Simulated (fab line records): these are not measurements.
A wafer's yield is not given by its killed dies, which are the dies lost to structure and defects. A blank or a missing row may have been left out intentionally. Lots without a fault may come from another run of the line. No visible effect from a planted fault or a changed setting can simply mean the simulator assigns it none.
What tool caused it? -- flow sky130 -- Sampling: 12 lots, 36 wafers, 5 of 708 route steps

WHAT THE GAUGES READ, wafer by wafer
SKY_FIELD_ISO_CD_MEAS_13 targets a cd of 150 nm.
lot,measured,on,cd-nm (nm)
L728,day 2 06:55,cd-sem-01,149.5 149.0 149.9
L733,day 3 07:17,cd-sem-02,151.9 152.3 152.3
L737,day 4 02:59,cd-sem-02,134.3 133.3 133.9
L739,day 4 12:04,cd-sem-01,150.4 150.4 150.5
L740,day 5 11:16,cd-sem-02,149.1 150.7 150.9
L742,day 5 11:53,cd-sem-02,149.5 151.6 151.6
L744,day 5 18:41,cd-sem-02,149.2 150.8 149.5
L747,day 6 06:46,cd-sem-02,152.2 151.6 152.4
L748,day 6 15:01,cd-sem-02,151.1 151.3 149.0
L749,day 6 17:46,cd-sem-01,153.2 152.8 152.8
L750,day 7 01:46,cd-sem-01,149.1 150.7 149.5
L751,day 7 05:25,cd-sem-02,147.8 148.9 149.4

SKY_NWELL_THK_MEAS_02.
lot,measured,on,NWELL_OXIDATION_THK (nm)
L728,day 2 16:55,film-metro-04,9.91 10.07 9.88
L733,day 3 16:07,film-metro-04,9.96 9.84 9.73
L737,day 4 15:41,film-metro-04,9.79 9.56 9.83
L739,day 4 23:11,film-metro-02,10.55 10.43 10.27
L740,day 5 20:05,film-metro-03,9.89 9.89 9.98
L742,day 5 20:06,film-metro-02,9.87 9.99 9.83
L744,day 6 04:43,film-metro-02,9.99 10.17 10.22
L747,day 6 13:37,film-metro-02,9.85 9.81 9.91
L748,day 6 21:21,film-metro-02,9.85 9.94 10.02
L749,day 7 02:02,film-metro-02,10.15 10.18 9.94
L750,day 7 08:56,film-metro-02,10.07 10.15 9.93
L751,day 7 12:29,film-metro-02,10.18 10.30 10.13

SKY_NWELL_TW_MEAS_26.
lot,measured,on,NWELL_2_TW
L728,day 5 09:06,film-metro-02,498.1 497.0 499.5
L733,day 6 10:22,film-metro-03,497.1 498.0 496.2
L737,day 7 16:59,film-metro-02,497.7 499.5 497.5
L739,day 8 03:41,film-metro-03,501.7 500.9 497.8
L740,day 9 04:46,film-metro-03,499.9 498.4 501.2
L742,day 9 05:43,film-metro-04,499.6 500.2 499.1
L744,day 9 15:38,film-metro-03,499.9 501.3 497.5
L747,day 10 01:25,film-metro-03,497.7 497.7 499.7
L748,day 10 09:31,film-metro-04,497.6 498.1 499.5
L749,day 10 17:43,film-metro-03,496.8 495.6 495.7
L750,day 10 23:24,film-metro-04,497.5 495.0 500.0
L751,day 11 05:01,film-metro-04,499.1 499.8 495.5

WHAT TOOL EACH LOT RAN ON (gives the tool, then ch and the chambers of the sampled wafers, and finally the start)
lot,SKY_FIELD_ISO_EXPOSE_10,SKY_DNWELL_STRIP_08
L728,"krf-scanner-02 ch 0, day 1 23:05","plasma-asher-03 ch 0,1, day 3 08:53"
L733,"krf-scanner-02 ch 0, day 2 23:53","plasma-asher-02 ch 0,1, day 4 08:37"
L737,"krf-scanner-01 ch 0, day 3 18:37","plasma-asher-01 ch 0, day 5 08:28"
L739,"krf-scanner-01 ch 0, day 4 05:23","plasma-asher-03 ch 0,1, day 5 17:45"
L740,"krf-scanner-02 ch 0, day 5 02:31","plasma-asher-03 ch 0,1, day 6 14:34"
L742,"krf-scanner-02 ch 0, day 5 02:46","plasma-asher-02 ch 0, day 6 15:05"
L744,"krf-scanner-01 ch 0, day 5 09:16","plasma-asher-02 ch 0,1, day 7 00:17"
L747,"krf-scanner-01 ch 0, day 5 21:57","plasma-asher-03 ch 0,1, day 7 08:46"
L748,"krf-scanner-02 ch 0, day 6 05:07","plasma-asher-01 ch 0,1, day 7 17:31"
L749,"krf-scanner-01 ch 0, day 6 09:05","plasma-asher-02 ch 0,1, day 7 22:16"
L750,"krf-scanner-02 ch 0, day 6 16:17","plasma-asher-03 ch 0,1, day 8 04:49"
L751,"krf-scanner-01 ch 0, day 6 19:56","plasma-asher-02 ch 0,1, day 8 08:52"
- SKY_FIELD_ISO_EXPOSE_10: exposes mask FOM, target cd 150 nm.
- SKY_DNWELL_STRIP_08: strips in O2/N2.

AS READ BY THE TOOLS THEMSELVES (means over the sampled wafers that have a number; for cases with no such wafer, the mark the record gives instead)
SKY_FIELD_ISO_EXPOSE_10.
lot,tool,exposure-dose-mJ-cm2
L728,krf-scanner-02,28.038
L733,krf-scanner-02,27.942
L737,krf-scanner-01,27.994
L739,krf-scanner-01,27.947
L740,krf-scanner-02,28.001
L742,krf-scanner-02,27.988
L744,krf-scanner-01,27.998
L747,krf-scanner-01,28.025
L748,krf-scanner-02,27.970
L749,krf-scanner-01,28.011
L750,krf-scanner-02,27.986
L751,krf-scanner-01,27.993

SKY_DNWELL_STRIP_08.
lot,tool,drypump-motor-current-A (A),oes-product-au (a.u.),strip-time-to-endpoint-s (s)
L728,plasma-asher-03,6.1,0.721,36.94
L733,plasma-asher-02,5.7,0.719,36.95
L737,plasma-asher-01,6.4,0.724,36.87
L739,plasma-asher-03,6.3,0.725,36.93
L740,plasma-asher-03,6.1,0.719,36.85
L742,plasma-asher-02,5.8,0.722,36.81
L744,plasma-asher-02,5.8,0.720,36.72
L747,plasma-asher-03,6.3,0.724,36.93
L748,plasma-asher-01,6.1,0.724,36.84
L749,plasma-asher-02,5.7,0.718,36.98
L750,plasma-asher-03,6.3,0.721,36.85
L751,plasma-asher-02,5.8,0.724,37.01

THE ANSWER, worked out from the rows above alone
Rule: what is usual is taken from the lots themselves. The widest of any qualifying gaps counts: lots, ordered by their means at a reading, are off when they make up no more than a third of the lots, leave a main group of 4 or more, and stand apart from it by 3 or more times the standard deviation of that group's means. The tables above print the reading to a certain number of digits; a main group whose means all agree to those digits is not used. Also off: a lot with no number at a reading for which 4 or more lots have one. All remaining lots with rows at the step are treated as sound. First the gauges in route order, then the tools' own readings, where a lot's mean is used as printed above. The first step at which some lot is off is used, and at that step the reading that is off furthest; a lot without a number counts as furthest.
Off at SKY_FIELD_ISO_CD_MEAS_13 (cd-nm): L737. For the main group the mean is 150.6 nm and the standard deviation 1.2.
A tool fits if, at a process step before that reading, it ran every lot that is off, and no sound lot after the first of them. The gauges at SKY_FIELD_ISO_CD_MEAS_13 are tried like those tools. Of those tried, none fits.

WHAT THE SIMULATOR HAD PUT IN
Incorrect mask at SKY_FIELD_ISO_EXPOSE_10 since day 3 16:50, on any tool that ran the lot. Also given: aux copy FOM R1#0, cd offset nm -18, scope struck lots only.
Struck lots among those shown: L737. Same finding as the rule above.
